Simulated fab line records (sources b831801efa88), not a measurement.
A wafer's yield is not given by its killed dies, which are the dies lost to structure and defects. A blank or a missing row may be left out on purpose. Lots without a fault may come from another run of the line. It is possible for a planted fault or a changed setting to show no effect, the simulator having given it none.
fab line records	flow sky130
record lots=10	wafers=30	lastDay=50
route steps=708 shown METAL1@440 VIA2@527 METAL3@536 PAD_OPEN@708
lots that met no fault: taken from a fault-free run of the same line
startH: hours from the record's first day to the start of the lot's first wafer shown	waitH: hours from the lot's prior step to this one	" identical to the entry in the row above	L1.1+2: a single row standing in for several wafers	- no value, or no start given	* or withheld: withheld	< > ~ a bound
route shown NAME@n: a module of which the file shows steps, and the number in the route of the first	usual: mean/standard deviation of fault-free wafers	same: alike in all rows	chamber/n: place in a boat	sites: readings site by site	_std_site: the values' standard deviation	_edge_site: outer sites' mean less inner sites'	radiusMm: for every site, how far away it sits from the centre of the wafer	mask NAME#n: copy n	behind: the tool/chamber that last shaped the wafer	hold: why the lot was held/for how many hours/how that ended	device: names the non-switching transistor (n, p or np)	end of line: at the end of the route, the tests of the same wafers	a step given without rows: its recipe and nothing more	killed: at the first sort, the dies lost to defects and structure; wafer yield is something else	map: a wafer's dies, marking killed ones x, the rest . and places with no die _
set.NAME: the setting the step ran with; set.NAME@STEP: the setting that earlier step ran with	model.NAME: the simulator's own value behind a step, which no gauge read
one table for each step of the route and one row for each wafer, over a sample of lots
services: a tool's chamber out of use, with start hour (startH, from the record's first day; less than 0 if before it), hours out, and reason
## steps
# step SKY_METAL1_THK_MEAS_06
# recipe thkMeasGauge=xrf	reads=AlCu_of_METAL1_SPUTTER_02
# usual METAL1_ALCU_THK=249/3.6
lot.wafer	tool	chamber	startH	waitH	METAL1_ALCU_THK[nm]
L644.2	filmMetro-02	-	741.74	0.1	248
L644.3	"	-	"	"	247
L644.5	"	-	"	"	246
L648.1	filmMetro-03	-	777.20	0.1	249
L648.5	"	-	"	"	249
L648.6	"	-	"	"	246
L649.3	filmMetro-01	-	783.72	0.1	250
L649.4	"	-	"	"	252
L649.5	"	-	"	"	250
L655.1	filmMetro-02	-	838.37	0.1	252
L655.4	"	-	"	"	249
L655.5	"	-	"	"	251
L656.1	filmMetro-01	-	838.67	0.1	249
L656.5	"	-	"	"	246
L656.6	"	-	"	"	256
L660.1	filmMetro-03	-	869.00	0.1	247
L660.2	"	-	"	"	247
L660.3	"	-	"	"	249
L659.1	filmMetro-03	-	872.26	0.1	248
L659.3	"	-	"	"	253
L659.4	"	-	"	"	254
L663.1	filmMetro-02	-	893.46	0.1	246
L663.3	"	-	"	"	247
L663.5	"	-	"	"	248
L664.3	filmMetro-03	-	897.97	0.1	248
L664.4	"	-	"	"	251
L664.6	"	-	"	"	250
L666.4	filmMetro-02	-	909.51	0.1	241
L666.5	"	-	"	"	245
L666.6	"	-	"	"	243
# step SKY_VIA2_SPUTTER_20
# recipe material=TiN	targetThkNm=20	chamberPressurePa=5	powerW=4000	timeS=80
# usual cathodeDcPowerW=4000.0/0.8	throttleValvePct=30.0/0.88
lot.wafer	tool	chamber	startH	waitH	cathodeDcPowerW	throttleValvePct
L644.2	pvdSputter-02	-	852.76	0.0	4000.6	28.2
L644.3	"	-	"	"	3999.8	29.6
L644.5	"	-	"	"	4000.5	29.9
L648.1	pvdSputter-02	-	888.53	0.0	3999.6	28.3
L648.5	"	-	"	"	3999.8	30.8
L648.6	"	-	"	"	3999.5	28.3
L649.3	pvdSputter-02	-	894.24	0.0	4000.6	30.6
L649.4	"	-	"	"	4000.2	28.4
L649.5	"	-	"	"	4000.6	29.9
L655.1	pvdSputter-01	-	943.57	0.0	3999.4	30.5
L655.4	"	-	"	"	3999.7	29.9
L655.5	"	-	"	"	3999.6	30.5
L656.1	pvdSputter-03	-	944.19	0.0	4001.0	30.2
L656.5	"	-	"	"	3998.0	28.5
L656.6	"	-	"	"	3999.5	31.0
L660.1	pvdSputter-02	-	974.89	0.0	3999.6	30.5
L660.2	"	-	"	"	3999.5	28.3
L660.3	"	-	"	"	4001.7	29.9
L659.1	pvdSputter-03	-	977.71	0.0	4000.3	28.9
L659.3	"	-	"	"	3998.7	29.4
L659.4	"	-	"	"	4000.8	29.9
L663.1	pvdSputter-02	-	996.64	0.0	3999.6	30.7
L663.3	"	-	"	"	4000.9	30.9
L663.5	"	-	"	"	3999.5	30.7
L664.3	pvdSputter-01	-	1001.64	0.0	3998.6	30.3
L664.4	"	-	"	"	4000.4	30.0
L664.6	"	-	"	"	3999.6	30.3
L666.4	pvdSputter-02	-	1013.32	0.0	4000.0	30.5
L666.5	"	-	"	"	4000.4	30.7
L666.6	"	-	"	"	4000.0	28.6
# step SKY_VIA2_CVD_21
# recipe material=W	targetThkNm=420	timeS=126.4	tempC=400	pressureTorr=40
# usual heaterPowerW=836/25
lot.wafer	tool	chamber	startH	waitH	heaterPowerW
L644.2	cvdW-01	0	852.83	0.0	819
L644.3	"	0	"	"	860
L644.5	"	0	"	"	824
L648.1	cvdW-02	1	888.59	0.0	880
L648.5	"	1	"	"	876
L648.6	"	0	"	"	816
L649.3	cvdW-02	1	894.34	0.1	868
L649.4	"	0	"	"	795
L649.5	"	1	"	"	912
L655.1	cvdW-02	1	943.63	0.0	830
L655.4	"	0	"	"	802
L655.5	"	1	"	"	818
L656.1	cvdW-02	1	944.25	0.0	795
L656.5	"	0	"	"	801
L656.6	"	1	"	"	800
L660.1	cvdW-01	1	974.95	0.0	851
L660.2	"	0	"	"	834
L660.3	"	1	"	"	837
L659.1	cvdW-01	1	977.77	0.0	842
L659.3	"	1	"	"	859
L659.4	"	0	"	"	847
L663.1	cvdW-01	0	996.70	0.0	824
L663.3	"	0	"	"	837
L663.5	"	1	"	"	844
L664.3	cvdW-02	0	1001.74	0.1	814
L664.4	"	1	"	"	826
L664.6	"	0	"	"	815
L666.4	cvdW-02	0	1013.42	0.1	810
L666.5	"	0	"	"	808
L666.6	"	1	"	"	813
# step SKY_VIA2_RS_MEAS_22
# recipe thkMeasGauge=four-point-probe	reads=W_of_VIA2_CVD_21+TiN_of_VIA2_SPUTTER_20
# usual VIA2_W_RS=0.270/0.0037
lot.wafer	tool	chamber	startH	waitH	hold	VIA2_W_RS[ohm/sq]
L644.2	filmMetro-03	-	852.98	0.1	-	0.263
L644.3	"	-	"	"	-	0.264
L644.5	"	-	"	"	-	0.264
L648.1	filmMetro-01	-	888.72	0.1	-	0.274
L648.5	"	-	"	"	-	0.273
L648.6	"	-	"	"	-	0.273
L649.3	filmMetro-03	-	894.47	0.1	-	0.276
L649.4	"	-	"	"	-	0.273
L649.5	"	-	"	"	-	0.274
L655.1	filmMetro-01	-	943.77	0.1	awaitDispo/0.2h/release	0.589
L655.4	"	-	"	"	awaitDispo/0.2h/release	0.278
L655.5	"	-	"	"	awaitDispo/0.2h/release	0.279
L655.1	filmMetro-01	-	944.10	0.3	-	0.589
L655.4	"	-	"	"	-	0.278
L655.5	"	-	"	"	-	0.279
L656.1	filmMetro-03	-	944.38	0.1	awaitDispo/0.2h/release	0.599
L656.5	"	-	"	"	awaitDispo/0.2h/release	0.272
L656.6	"	-	"	"	awaitDispo/0.2h/release	0.600
L656.1	filmMetro-03	-	944.67	0.3	-	0.599
L656.5	"	-	"	"	-	0.272
L656.6	"	-	"	"	-	0.601
L660.1	filmMetro-04	-	975.08	0.1	-	0.269
L660.2	"	-	"	"	-	0.270
L660.3	"	-	"	"	-	0.270
L659.1	filmMetro-04	-	977.90	0.1	-	0.270
L659.3	"	-	"	"	-	0.272
L659.4	"	-	"	"	-	0.267
L663.1	filmMetro-04	-	996.83	0.1	-	0.272
L663.3	"	-	"	"	-	0.269
L663.5	"	-	"	"	-	0.273
L664.3	filmMetro-04	-	1001.87	0.1	-	0.268
L664.4	"	-	"	"	-	0.269
L664.6	"	-	"	"	-	0.274
L666.4	filmMetro-04	-	1013.57	0.1	-	0.273
L666.5	"	-	"	"	-	0.272
L666.6	"	-	"	"	-	0.273
# step SKY_VIA2_THK_MEAS_23
# recipe thkMeasGauge=xrf	reads=W_of_VIA2_CVD_21
# usual VIA2_W_THK=430/6.7
lot.wafer	tool	chamber	startH	waitH	hold	VIA2_W_THK[nm]
L644.2	filmMetro-03	-	853.09	0.1	-	434
L644.3	"	-	"	"	-	434
L644.5	"	-	"	"	-	433
L648.1	filmMetro-01	-	888.84	0.1	-	421
L648.5	"	-	"	"	-	426
L648.6	"	-	"	"	-	423
L649.3	filmMetro-03	-	894.57	0.1	-	425
L649.4	"	-	"	"	-	426
L649.5	"	-	"	"	-	421
L655.1	filmMetro-01	-	946.62	2.5	awaitDispo/0.2h/release	196
L655.4	"	-	"	"	awaitDispo/0.2h/release	414
L655.5	"	-	"	"	awaitDispo/0.2h/release	411
L655.1	filmMetro-01	-	946.85	0.2	-	197
L655.4	"	-	"	"	-	416
L655.5	"	-	"	"	-	416
L656.1	filmMetro-03	-	948.17	3.5	awaitDispo/0.2h/release	193
L656.5	"	-	"	"	awaitDispo/0.2h/release	424
L656.6	"	-	"	"	awaitDispo/0.2h/release	194
L656.1	filmMetro-03	-	948.40	0.2	-	194
L656.5	"	-	"	"	-	422
L656.6	"	-	"	"	-	193
L660.1	filmMetro-04	-	975.20	0.1	-	436
L660.2	"	-	"	"	-	435
L660.3	"	-	"	"	-	430
L659.1	filmMetro-04	-	978.02	0.1	-	438
L659.3	"	-	"	"	-	433
L659.4	"	-	"	"	-	441
L663.1	filmMetro-04	-	996.95	0.1	-	430
L663.3	"	-	"	"	-	431
L663.5	"	-	"	"	-	426
L664.3	filmMetro-04	-	1001.97	0.1	-	435
L664.4	"	-	"	"	-	432
L664.6	"	-	"	"	-	431
L666.4	filmMetro-04	-	1013.66	0.1	-	428
L666.5	"	-	"	"	-	431
L666.6	"	-	"	"	-	429
# step SKY_VIA2_CMP_24
# recipe stopOn=SiO2	tOverpolishS=20	downForcePsi=3.5	platenRpm=60	targetThkNm=0	padVelocityMS=0.94248
# usual motorCurrentA=10.0/0.9	timeToEndpointS=104/4
lot.wafer	tool	chamber	startH	waitH	hold	motorCurrentA	timeToEndpointS
L644.2	cmp-02	0	853.19	0.1	-	8.5	103
L644.3	"	1	"	"	-	11.3	107
L644.5	"	3	"	"	-	10.2	102
L648.1	cmp-02	1	888.90	0.1	-	10.8	103
L648.6	"	1	"	"	-	11.2	101
L648.5	"	2	"	"	-	8.7	102
L649.4	cmp-02	3	894.61	0.0	-	9.4	96
L649.3	"	0	"	"	-	9.2	92
L649.5	"	0	"	"	-	9.5	96
L655.1	cmp-02	1	948.70	1.8	awaitDispo/1.8h/release	10.4	50
L655.4	"	3	"	"	awaitDispo/1.8h/release	10.6	98
L655.5	"	1	"	"	awaitDispo/1.8h/release	10.3	104
L656.1	cmp-02	0	954.63	6.2	awaitDispo/6.1h/release	9.5	47
L656.6	"	3	"	"	awaitDispo/6.1h/release	10.7	45
L656.5	"	0	"	"	awaitDispo/6.1h/release	9.7	102
L660.3	cmp-01	1	975.31	0.1	-	11.7	103
L660.2	"	2	"	"	-	10.1	104
L660.1	"	3	"	"	-	10.2	103
L659.4	cmp-01	1	978.13	0.1	-	11.3	107
L659.3	"	2	"	"	-	10.1	101
L659.1	"	3	"	"	-	9.7	104
L663.3	cmp-02	3	997.06	0.1	-	10.1	107
L663.1	"	0	"	"	-	9.7	102
L663.5	"	2	"	"	-	9.1	107
L664.3	cmp-02	1	1002.01	0.0	-	11.3	107
L664.4	"	3	"	"	-	10.2	103
L664.6	"	1	"	"	-	10.8	105
L666.4	cmp-01	2	1013.84	0.2	-	10.1	99
L666.6	"	3	"	"	-	10.3	99
L666.5	"	0	"	"	-	9.5	107
# step SKY_METAL3_SPUTTER_04
# recipe material=TiN	targetThkNm=70	powerW=6500	timeS=58.3	chamberPressurePa=0.4
# usual cathodeDcPowerW=6500.0/1.2	throttleValvePct=30.2/1.2
lot.wafer	tool	chamber	startH	waitH	cathodeDcPowerW	throttleValvePct
L644.2	pvdSputter-01	-	853.54	0.0	6501.3	31.2
L644.3	"	-	"	"	6499.4	29.8
L644.5	"	-	"	"	6500.2	30.8
L648.1	pvdSputter-04	-	889.30	0.0	6498.8	32.1
L648.5	"	-	"	"	6498.0	30.7
L648.6	"	-	"	"	6501.0	29.4
L649.3	pvdSputter-04	-	895.02	0.0	6498.1	30.5
L649.4	"	-	"	"	6500.2	29.0
L649.5	"	-	"	"	6500.2	29.2
L655.1	pvdSputter-01	-	949.10	0.0	6500.3	30.1
L655.4	"	-	"	"	6500.4	30.6
L655.5	"	-	"	"	6501.2	29.8
L656.1	pvdSputter-03	-	954.99	0.0	6501.5	28.9
L656.5	"	-	"	"	6501.0	30.0
L656.6	"	-	"	"	6499.9	31.0
L660.1	pvdSputter-03	-	975.67	0.0	6499.1	29.2
L660.2	"	-	"	"	6499.9	30.1
L660.3	"	-	"	"	6498.7	31.0
L659.1	pvdSputter-04	-	978.49	0.0	6499.4	30.6
L659.3	"	-	"	"	6498.3	32.2
L659.4	"	-	"	"	6502.2	28.6
L663.1	pvdSputter-04	-	997.42	0.0	6498.8	29.3
L663.3	"	-	"	"	6499.1	32.2
L663.5	"	-	"	"	6499.4	28.7
L664.3	pvdSputter-03	-	1002.41	0.0	6499.5	29.3
L664.4	"	-	"	"	6501.1	31.1
L664.6	"	-	"	"	6500.1	29.2
L666.4	pvdSputter-04	-	1014.09	0.0	6501.6	30.5
L666.5	"	-	"	"	6498.3	28.6
L666.6	"	-	"	"	6499.2	32.1
# step SKY_PAD_OPEN_PROBE_99
# usual defectLimitedYield=82.4/1.9	killed_at_M0_to_M3=44/7.5	killed_at_M4_up=3.2/1.9	killedAtContacts=23/4.7	killedAtFrontEnd=15/4.7	killedAtOther=0.4/0.66	killedDies=87/9.3	killedOpen=47/7.2	killedShort=39/6.5	sort_bin_3_pad_short=0.8/0.39	sort_bin_5_function=10.5/1.4	sort_bin_6_memory=6.3/1.2	sortNPass=405/9.3	sortYieldPct=82.4/1.9
# same grossDies=492	killedAtBackSide=0	sort_bin_4_leakage[%]=0	sort_bin_8_speed[%]=0
lot.wafer	tool	chamber	startH	waitH	defectLimitedYield[%]	killed_at_M0_to_M3	killed_at_M4_up	killedAtContacts	killedAtFrontEnd	killedAtOther	killedDies	killedOpen	killedShort	sort_bin_3_pad_short[%]	sort_bin_5_function[%]	sort_bin_6_memory[%]	sortNPass	sortYieldPct[%]
L656.1	prober-01	-	1152.02	0.1	83.5	32	4	29	16	0	81	37	44	0.4	10.4	5.7	411	83.5
L656.5	prober-01	-	1152.22	0.2	82.7	41	6	25	13	0	85	45	38	0.4	9.8	7.1	407	82.7
L656.6	prober-01	-	1152.27	0.2	83.3	46	5	18	11	2	82	46	36	0.4	9.3	6.9	410	83.3
L664.3	prober-01	-	1191.43	0.2	83.9	50	0	17	12	0	79	49	30	0.4	9.6	6.1	413	83.9
L664.4	prober-01	-	1191.48	0.2	80.7	40	8	21	26	0	95	48	47	1.6	10.6	7.1	397	80.7
L664.6	prober-01	-	1191.58	0.2	79.5	52	3	31	15	0	101	54	47	1.0	12.6	6.9	391	79.5
# killed by level:class
L656.1 CONTACT:geometricParticle:open=10 VIA1:geometricParticle:open=6 LOCAL_INTERCONNECT:geometricParticle:short=5 CONTACT:geometricParticle:short=5 METAL2:geometricParticle:short=5 POLY_GATE:geometricParticle:open=4 LI_CONTACT:geometricParticle:short=4 LI_CONTACT:geometricParticle:open=4
L656.5 VIA1:geometricParticle:open=11 CONTACT:geometricParticle:open=11 VIA1:geometricParticle:short=6 METAL2:geometricParticle:short=6 LI_CONTACT:geometricParticle:open=5 LOCAL_INTERCONNECT:geometricParticle:short=4 VIA2:geometricParticle:open=4 METAL4:geometricParticle:short=4
L656.6 VIA1:geometricParticle:open=14 CONTACT:geometricParticle:open=8 METAL2:geometricParticle:short=7 VIA3:geometricParticle:open=7 METAL1:geometricParticle:short=5 LI_CONTACT:geometricParticle:open=4 LOCAL_INTERCONNECT:geometricParticle:short=4 POLY_GATE:geometricParticle:open=3
L664.3 VIA3:geometricParticle:open=9 VIA2:geometricParticle:open=9 CONTACT:geometricParticle:open=8 VIA1:geometricParticle:open=8 FIELD_ISO:geometricParticle:open=5 METAL1:geometricParticle:short=5 METAL3:geometricParticle:short=5 FIELD_ISO:geometricParticle:short=4
L664.4 FIELD_ISO:geometricParticle:short=14 METAL2:geometricParticle:short=9 LI_CONTACT:geometricParticle:open=7 VIA2:geometricParticle:open=7 FIELD_ISO:geometricParticle:open=5 VIA1:geometricParticle:open=5 VIA3:geometricParticle:open=5 POLY_GATE:geometricParticle:open=4
L664.6 VIA1:geometricParticle:open=12 LI_CONTACT:geometricParticle:open=9 VIA3:geometricParticle:open=9 CONTACT:geometricParticle:open=8 LOCAL_INTERCONNECT:geometricParticle:short=7 VIA1:geometricParticle:short=5 FIELD_ISO:geometricParticle:short=5 VIA2:geometricParticle:open=5
## services
tool	chamber	startH	hours	kind
cmp-01	-	831.29	63.6	repair
cvdW-01	1	836.44	3.2	repair
cmp-01	-	841.77	2.3	repair
cvdW-01	1	847.25	5.1	repair
pvdSputter-04	-	847.47	0.7	repair
pvdSputter-03	-	873.19	15.0	repair
cmp-01	-	894.84	5.2	pm
cmp-02	-	900.07	5.6	pm
cvdW-02	-	904.00	14.0	pm
cvdW-02	0	904.00	14.0	ventCycle
cvdW-02	1	904.00	14.0	ventCycle
cmp-01	-	912.00	4.0	pm
pvdSputter-04	-	916.36	3.7	repair
cmp-02	-	925.84	8.8	pm
pvdSputter-03	-	926.00	1.3	repair
cmp-02	-	955.57	12.2	pm
pvdSputter-02	-	966.09	4.3	repair
pvdSputter-04	-	967.10	2.8	repair
cmp-01	-	987.58	1.1	repair
pvdSputter-02	-	998.37	2.7	repair
pvdSputter-02	-	999.21	5.1	repair
pvdSputter-02	-	1000.78	9.7	repair
pvdSputter-01	-	1003.60	7.8	repair
pvdSputter-01	-	1009.42	1.0	repair
## key
firstSign step=SKY_VIA2_RS_MEAS_22	reading=visit	direction=added
effect step=SKY_VIA2_RS_MEAS_22	reading=VIA2_W_RS	direction=up	sigmas=88	usual=0.270	struck=0.596
effect step=SKY_VIA2_THK_MEAS_23	reading=visit	direction=added
effect step=SKY_VIA2_THK_MEAS_23	reading=VIA2_W_THK	direction=down	sigmas=35	usual=430	struck=194
effect step=SKY_VIA2_CMP_24	reading=timeToEndpointS	direction=down	sigmas=14	usual=*	struck=*
metAt SKY_VIA2_CVD_21
struckLots L655,L656
struckWafers L655.1,L656.1,L656.6
notActingAt SKY_METAL1_THK_MEAS_06,SKY_VIA2_SPUTTER_20,SKY_METAL3_SPUTTER_04
onsetBetween 894.34 943.63
fault kind=processParameterDrift	tool=cvdW-02	chamber=-	onsetH=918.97	steps=SKY_VIA2_CVD_21	channel=targetThkNm	offset=-220.41	shape=step	endH=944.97	scope=struckWafersOnly	actsIn=theseRecipesOnly	stated=420
